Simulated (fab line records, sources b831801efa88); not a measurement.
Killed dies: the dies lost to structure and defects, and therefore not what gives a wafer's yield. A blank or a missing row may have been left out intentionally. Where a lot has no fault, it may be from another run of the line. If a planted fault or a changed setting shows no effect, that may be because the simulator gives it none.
Problem report, 8D (eight disciplines) form, completed by code    flow sky130    the parts of the form that need people (team, actions taken, sign-off) are left out

== 1. WHAT WENT WRONG ==
Wafers without a fault read 3000.1 rpm, standard deviation 2; spinSpeedRpm at SKY_LOCAL_INTERCONNECT_COAT_06 reads a mean of 2950.9 rpm on 6 wafers belonging to 2 lots. That puts it -25 standard deviations away from the usual mean.
The step: resist thk 450 nm.
The first sign was on wafer L146.2 at day 32 19:00, on lithoTrack-04. The record holds 18 wafers of 6 lots with a number at this step. By rule, "out" or "out of limits" means more than 4 standard deviations away from the usual mean. Any other wafer with a number is counted as sound.

== 2. WHAT IT IS, WHAT IT ISN'T ==
question                     is                      is not
which readings at this step  spinSpeedRpm            -
which lots                   L146, L150              L141, L147, L158, L160
which wafers of those lots   all that have a number  -
read on which tools          lithoTrack-04           lithoTrack-01, lithoTrack-03
when                         from day 32 19:00       up to then (3 sound wafers); but 9 sound wafers of L147, L158, L160 came after

== 3. SUSPECTS, AND WHAT RULES EACH OUT ==
Counting: a tool at any process step up to the reading remains a suspect when it ran all the lots that are out and ran no sound lot after the first of those.
- pvdSputter-01 at SKY_LI_CONTACT_SPUTTER_19 (material Ti, target thk 20 nm, time 106.37 s): kept. It ran every lot that is out, first L146 (day 32 04:52), and no sound lot after that.
- pvdSputter-01 at SKY_LI_CONTACT_SPUTTER_20 (material TiN, target thk 20 nm, time 80 s): kept. It ran every lot that is out, first L146 (day 32 04:56), and no sound lot after that.
- lithoTrack-04 at SKY_LOCAL_INTERCONNECT_COAT_06 (resist thk 450 nm): ruled out as a lasting fault. After its first lot that is out, L146 (day 32 19:00), sound lots L160 ran on it.
What counting leaves: pvdSputter-01 at SKY_LI_CONTACT_SPUTTER_19 and pvdSputter-01 at SKY_LI_CONTACT_SPUTTER_20.

== 4. THE CAUSE (what the simulator had put in) ==
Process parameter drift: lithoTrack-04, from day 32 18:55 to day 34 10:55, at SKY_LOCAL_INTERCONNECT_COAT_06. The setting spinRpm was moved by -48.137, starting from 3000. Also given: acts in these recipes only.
Counting ruled it out, wrongly.

== 5. THE CHAIN OF EFFECTS, in route order ==
Each row: a reading whose mean over the struck wafers that have a number lies more than 3 standard deviations from the usual. Readings are gone through only where the record gives a usual standard deviation; hours: the median, over the lots, of the time from a lot's start at the first step in this table giving one to that lot's start at this step; sigmas: the change measured in usual standard deviations.
hours  step                            reading       usual       on struck wafers  change  sigmas
0      SKY_LOCAL_INTERCONNECT_COAT_06  spinSpeedRpm  3000.1 rpm  2950.9            -49.2   -25
It contains these process steps:
- SKY_LOCAL_INTERCONNECT_COAT_06: resist thk 450 nm.
Later measuring or inspecting steps at which every struck wafer that the step has a row for has a number for every such reading, and none has moved that far: SKY_LOCAL_INTERCONNECT_CD_MEAS_11, SKY_LOCAL_INTERCONNECT_OVL_MEAS_12.

== 6. HOW IT WOULD HAVE BEEN CAUGHT EARLIER ==
The fault began at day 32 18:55; the first out-of-limits reading in this record came at day 32 19:00, 0 hours later.
